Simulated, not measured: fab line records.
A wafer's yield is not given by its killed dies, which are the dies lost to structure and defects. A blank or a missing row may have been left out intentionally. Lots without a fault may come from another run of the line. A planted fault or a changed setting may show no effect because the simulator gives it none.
The tool behind it: which one?	flow gf180mcu	36 wafers from 12 lots sampled at 4 of the route's 602 steps

## WHAT EACH GAUGE READ, for each wafer
GF_STI_CD_MEAS_12 targets a cd of 220 nm.
lot	measured	on	cd_nm (nm)
L365	day 2 03:15	cd_sem-01	219.8 220.1 220.5
L368	day 2 18:32	cd_sem-01	220.3 220.0 220.3
L369	day 3 03:02	cd_sem-01	219.4 220.2 222.2
L374	day 4 00:47	cd_sem-01	218.2 218.8 219.1
L379	day 5 02:17	cd_sem-01	218.9 219.8 221.0
L380	day 5 06:50	cd_sem-02	218.1 218.2 218.5
L381	day 5 12:11	cd_sem-02	222.8 221.9 222.2
L383	day 5 21:32	cd_sem-02	221.1 222.2 221.5
L384	day 6 02:43	cd_sem-01	222.5 222.8 222.3
L385	day 6 08:07	cd_sem-01	220.2 220.0 220.4
L386	day 6 13:49	cd_sem-02	220.0 218.9 220.1
L388	day 6 23:38	cd_sem-02	218.9 219.2 218.1

GF_NWELL_OVL_MEAS_07.
lot	measured	on	NWELL_OVL (nm)
L365	day 3 17:11	overlay-01	0.2 -0.7 -2.7
L368	day 4 06:53	overlay-01	0.8 2.4 2.3
L369	day 4 10:13	overlay-01	1.5 -0.1 1.2
L374	day 5 09:40	overlay-01	-0.2 -1.7 -0.9
L379	day 6 11:35	overlay-01	0.2 -0.1 -0.5
L380	day 6 17:52	overlay-02	-1.3 -2.7 -1.0
L381	day 6 22:40	overlay-02	0.3 -0.4 -1.8
L383	day 7 08:40	overlay-01	-3.0 -0.9 -0.5
L384	day 7 14:01	overlay-02	-0.5 -1.2 -0.7
L385	day 7 21:05	overlay-02	0.9 1.4 0.4
L386	day 8 03:01	overlay-01	2.3 3.3 2.4
L388	day 8 12:50	overlay-02	1.5 0.8 0.9

## WHICH TOOL RAN EACH LOT (tool, then ch and the chambers of the sampled wafers, then the start)
lot	GF_STI_ETCH_14	GF_STI_STRIP_15
L365	rie_si-02 ch 1,2, day 2 03:26	plasma_asher-01 ch 0,1, day 2 03:30
L368	rie_si-01 ch 1,2,3, day 2 18:44	plasma_asher-03 ch 0,1, day 2 18:48
L369	rie_si-01 ch 2,3, day 3 03:13	plasma_asher-01 ch 0,1, day 3 03:18
L374	rie_si-02 ch 0,2,3, day 4 00:58	plasma_asher-03 ch 0,1, day 4 01:02
L379	rie_si-02 ch 0,3, day 5 02:28	plasma_asher-03 ch 0,1, day 5 02:32
L380	rie_si-02 ch 0,2,3, day 5 07:02	plasma_asher-01 ch 0,1, day 5 07:07
L381	rie_si-02 ch 1,2,3, day 5 12:23	plasma_asher-03 ch 0, day 5 12:28
L383	rie_si-01 ch 0,2,3, day 5 21:44	plasma_asher-01 ch 0,1, day 5 21:49
L384	rie_si-02 ch 0,1,3, day 6 02:55	plasma_asher-01 ch 0,1, day 6 03:00
L385	rie_si-01 ch 0,2,3, day 6 08:17	plasma_asher-03 ch 0,1, day 6 08:23
L386	rie_si-01 ch 0,2,3, day 6 14:01	plasma_asher-01 ch 0,1, day 6 14:06
L388	rie_si-01 ch 1,2,3, day 6 23:49	plasma_asher-01 ch 0,1, day 6 23:53
- GF_STI_ETCH_14: etches Si in HBr/Cl2/O2, target depth 360 nm, time 102.9 s.
- GF_STI_STRIP_15: strips in O2/N2.

## WHAT THE TOOLS THEMSELVES READ (means of the sampled wafers that have a number; where no wafer has one, the mark that the record gives instead)
GF_STI_ETCH_14.
lot	tool	drypump_motor_current_A (A)	oes_product_au (a.u.)	throttle_valve_pct (%)
L365	rie_si-02	5.4	0.998	25.650
L368	rie_si-01	5.5	1.443	25.351
L369	rie_si-01	5.5	1.449	25.344
L374	rie_si-02	5.8	0.993	25.661
L379	rie_si-02	5.9	0.994	25.661
L380	rie_si-02	5.7	1.001	25.657
L381	rie_si-02	5.6	0.994	25.667
L383	rie_si-01	5.7	0.991	25.668
L384	rie_si-02	6.1	0.997	25.667
L385	rie_si-01	5.7	0.992	25.667
L386	rie_si-01	5.7	0.993	25.671
L388	rie_si-01	5.5	0.996	25.653

GF_STI_STRIP_15.
lot	tool	drypump_motor_current_A (A)	heater_power_w (W)	oes_product_au (a.u.)	platen_temp_c (C)	strip_time_to_endpoint_s (s)
L365	plasma_asher-01	6.4	361	0.389	250.31	3.75
L368	plasma_asher-03	5.4	340	0.343	250.14	2.80
L369	plasma_asher-01	6.4	364	0.347	249.99	2.83
L374	plasma_asher-03	6.0	326	0.386	250.19	3.80
L379	plasma_asher-03	5.4	346	0.378	249.99	3.73
L380	plasma_asher-01	6.4	366	0.380	249.95	3.64
L381	plasma_asher-03	6.5	306	0.387	249.98	3.76
L383	plasma_asher-01	6.4	376	0.386	250.19	3.78
L384	plasma_asher-01	6.4	368	0.383	249.86	3.73
L385	plasma_asher-03	5.4	338	0.384	250.08	3.72
L386	plasma_asher-01	6.4	364	0.379	249.96	3.67
L388	plasma_asher-01	6.4	370	0.387	250.03	3.75

## THE ANSWER, worked out from the rows above alone
Rule: what is usual is taken from the lots themselves. The widest of any qualifying gaps counts: lots, ordered by their means at a reading, are off when they make up no more than a third of the lots, leave a main group of 4 or more, and stand apart from it by 3 or more times the standard deviation of that group's means. If all means in a main group match to the digits the tables above print for the reading, that group is not used. Also off: a lot with no number at a reading for which 4 or more lots have one. All remaining lots with rows at the step are treated as sound. Order of review: gauges by route order, followed by the tools' own readings, for which a lot's mean as printed above is used. The first step at which some lot is off is used, and at that step the reading that is off furthest; a lot without a number counts as furthest.
Off: L368, L369, at GF_STI_ETCH_14 (oes_product_au). For the main group the mean is 0.995 a.u. and the standard deviation 0.0029.
A tool fits if, at that step or a process step before it, it ran every lot that is off, and no sound lot after the first of them. None of those tried fits.

## WHAT THE SIMULATOR HAD INSERTED
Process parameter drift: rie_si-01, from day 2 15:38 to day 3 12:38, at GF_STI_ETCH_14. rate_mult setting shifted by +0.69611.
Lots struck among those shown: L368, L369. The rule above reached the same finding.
